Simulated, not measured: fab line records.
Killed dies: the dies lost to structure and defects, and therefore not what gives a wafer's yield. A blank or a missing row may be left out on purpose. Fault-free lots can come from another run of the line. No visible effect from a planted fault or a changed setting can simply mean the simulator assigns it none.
The tool behind it: which one? :: flow sfqLine :: 45 wafers from 15 lots sampled at 2 of the route's 325 steps

## WHAT EACH GAUGE READ, for each wafer
SFQ_M1_RS_MEAS_909: measures by four-point-probe. Usual: M1_NB_RS 0.889 ohm/sq, standard deviation 0.01.
lot: L328
measured: day 13 12:32
on: filmMetro-01
M1_NB_RS (ohm/sq): 0.899 0.899 0.907
flag: 

lot: L329
measured: day 13 15:17
on: filmMetro-02
M1_NB_RS (ohm/sq): 0.872 0.878 0.881
flag: 

lot: L330
measured: day 14 03:23
on: filmMetro-04
M1_NB_RS (ohm/sq): 0.895 0.886 0.891
flag: 

lot: L331
measured: day 14 10:35
on: filmMetro-04
M1_NB_RS (ohm/sq): 0.891 0.877 0.891
flag: 

lot: L332
measured: day 14 15:24
on: filmMetro-01
M1_NB_RS (ohm/sq): 0.905 0.892 0.887
flag: 

lot: L333
measured: day 14 23:48
on: filmMetro-01
M1_NB_RS (ohm/sq): 0.893 0.905 0.900
flag: 

lot: L334
measured: day 15 04:35
on: filmMetro-04
M1_NB_RS (ohm/sq): 0.897 0.545 0.901
flag: OFF

lot: L335
measured: day 15 05:47
on: filmMetro-01
M1_NB_RS (ohm/sq): 0.896 0.901 0.903
flag: 

lot: L336
measured: day 15 19:00
on: filmMetro-02
M1_NB_RS (ohm/sq): 0.539 0.872 0.884
flag: OFF

lot: L338
measured: day 16 04:38
on: filmMetro-04
M1_NB_RS (ohm/sq): 0.546 0.884 0.893
flag: OFF

lot: L343
measured: day 17 12:22
on: filmMetro-02
M1_NB_RS (ohm/sq): 0.880 0.886 0.872
flag: 

lot: L344
measured: day 17 19:38
on: filmMetro-02
M1_NB_RS (ohm/sq): 0.866 0.870 0.867
flag: 

lot: L346
measured: day 18 09:30
on: filmMetro-02
M1_NB_RS (ohm/sq): 0.884 0.880 0.897
flag: 

lot: L348
measured: day 19 11:09
on: filmMetro-04
M1_NB_RS (ohm/sq): 0.879 0.886 0.877
flag: 

lot: L351
measured: day 20 06:58
on: filmMetro-02
M1_NB_RS (ohm/sq): 0.891 0.903 0.881
flag: 

## EACH LOT AND THE TOOL THAT RAN IT (in order: tool; ch and the chambers of the sampled wafers; start)
lot: L328
SFQ_TRILAYER_M1_DEP_SPUTTER_037: pvdSputter-03, day 13 12:25

lot: L329
SFQ_TRILAYER_M1_DEP_SPUTTER_037: pvdSputter-04, day 13 15:08

lot: L330
SFQ_TRILAYER_M1_DEP_SPUTTER_037: pvdSputter-06, day 14 03:18

lot: L331
SFQ_TRILAYER_M1_DEP_SPUTTER_037: pvdSputter-03, day 14 10:29

lot: L332
SFQ_TRILAYER_M1_DEP_SPUTTER_037: pvdSputter-03, day 14 15:17

lot: L333
SFQ_TRILAYER_M1_DEP_SPUTTER_037: pvdSputter-03, day 14 23:41

lot: L334
SFQ_TRILAYER_M1_DEP_SPUTTER_037: pvdSputter-03, day 15 04:29

lot: L335
SFQ_TRILAYER_M1_DEP_SPUTTER_037: pvdSputter-06, day 15 05:41

lot: L336
SFQ_TRILAYER_M1_DEP_SPUTTER_037: pvdSputter-03, day 15 18:53

lot: L338
SFQ_TRILAYER_M1_DEP_SPUTTER_037: pvdSputter-03, day 16 04:32

lot: L343
SFQ_TRILAYER_M1_DEP_SPUTTER_037: pvdSputter-04, day 17 12:17

lot: L344
SFQ_TRILAYER_M1_DEP_SPUTTER_037: pvdSputter-04, day 17 19:29

lot: L346
SFQ_TRILAYER_M1_DEP_SPUTTER_037: pvdSputter-03, day 18 09:25

lot: L348
SFQ_TRILAYER_M1_DEP_SPUTTER_037: pvdSputter-04, day 19 11:04

lot: L351
SFQ_TRILAYER_M1_DEP_SPUTTER_037: pvdSputter-04, day 20 06:51
- SFQ_TRILAYER_M1_DEP_SPUTTER_037: material Nb, target thk 200 nm, time 133.3 s.

## AS READ BY THE TOOLS THEMSELVES (means over the sampled wafers that have a number; for cases with no such wafer, the mark the record gives instead)
SFQ_TRILAYER_M1_DEP_SPUTTER_037. Usual: substrateTempC 19.99 C, standard deviation 0.11; throttleValvePct 30.1 %, standard deviation 1.2.
lot: L328
tool: pvdSputter-03
substrateTempC (C): 19.89
throttleValvePct (%): 29.6
flag: 

lot: L329
tool: pvdSputter-04
substrateTempC (C): 20.04
throttleValvePct (%): 30.2
flag: 

lot: L330
tool: pvdSputter-06
substrateTempC (C): 19.95
throttleValvePct (%): 30.4
flag: 

lot: L331
tool: pvdSputter-03
substrateTempC (C): 19.92
throttleValvePct (%): 29.1
flag: 

lot: L332
tool: pvdSputter-03
substrateTempC (C): 20.03
throttleValvePct (%): 29.5
flag: 

lot: L333
tool: pvdSputter-03
substrateTempC (C): 19.99
throttleValvePct (%): 30.2
flag: 

lot: L334
tool: pvdSputter-03
substrateTempC (C): 19.86
throttleValvePct (%): 30.2
flag: 

lot: L335
tool: pvdSputter-06
substrateTempC (C): 20.07
throttleValvePct (%): 31.2
flag: 

lot: L336
tool: pvdSputter-03
substrateTempC (C): 19.94
throttleValvePct (%): 29.6
flag: 

lot: L338
tool: pvdSputter-03
substrateTempC (C): 19.99
throttleValvePct (%): 29.5
flag: 

lot: L343
tool: pvdSputter-04
substrateTempC (C): 20.02
throttleValvePct (%): 31.1
flag: 

lot: L344
tool: pvdSputter-04
substrateTempC (C): 19.89
throttleValvePct (%): 29.8
flag: 

lot: L346
tool: pvdSputter-03
substrateTempC (C): 19.97
throttleValvePct (%): 29.1
flag: 

lot: L348
tool: pvdSputter-04
substrateTempC (C): 20.05
throttleValvePct (%): 30.1
flag: 

lot: L351
tool: pvdSputter-04
substrateTempC (C): 20.10
throttleValvePct (%): 29.9
flag: 

## THE ANSWER, worked out from the rows above alone
Rule: lot off if the mean of its wafers having a number is beyond 3 standard deviations from the usual mean. A lot without any number at a reading at which 4 lots or more have one is off too. The other lots that the step has rows for count as sound. After the gauges, taken in route order, come the tools' own readings; for these a lot's mean is taken, as printed above. The first step at which some lot is off is used, and at that step the reading that is off furthest; a lot without a number counts as furthest.
Off: L334, L336, L338, seen at SFQ_M1_RS_MEAS_909 (M1_NB_RS).
A tool fits if, at a process step before that reading, it ran every lot that is off, and no sound lot after the first of them. Gauges at SFQ_M1_RS_MEAS_909: tried the same way as those tools. Of those tried, none fits.

## WHAT THE SIMULATOR HAD PUT IN
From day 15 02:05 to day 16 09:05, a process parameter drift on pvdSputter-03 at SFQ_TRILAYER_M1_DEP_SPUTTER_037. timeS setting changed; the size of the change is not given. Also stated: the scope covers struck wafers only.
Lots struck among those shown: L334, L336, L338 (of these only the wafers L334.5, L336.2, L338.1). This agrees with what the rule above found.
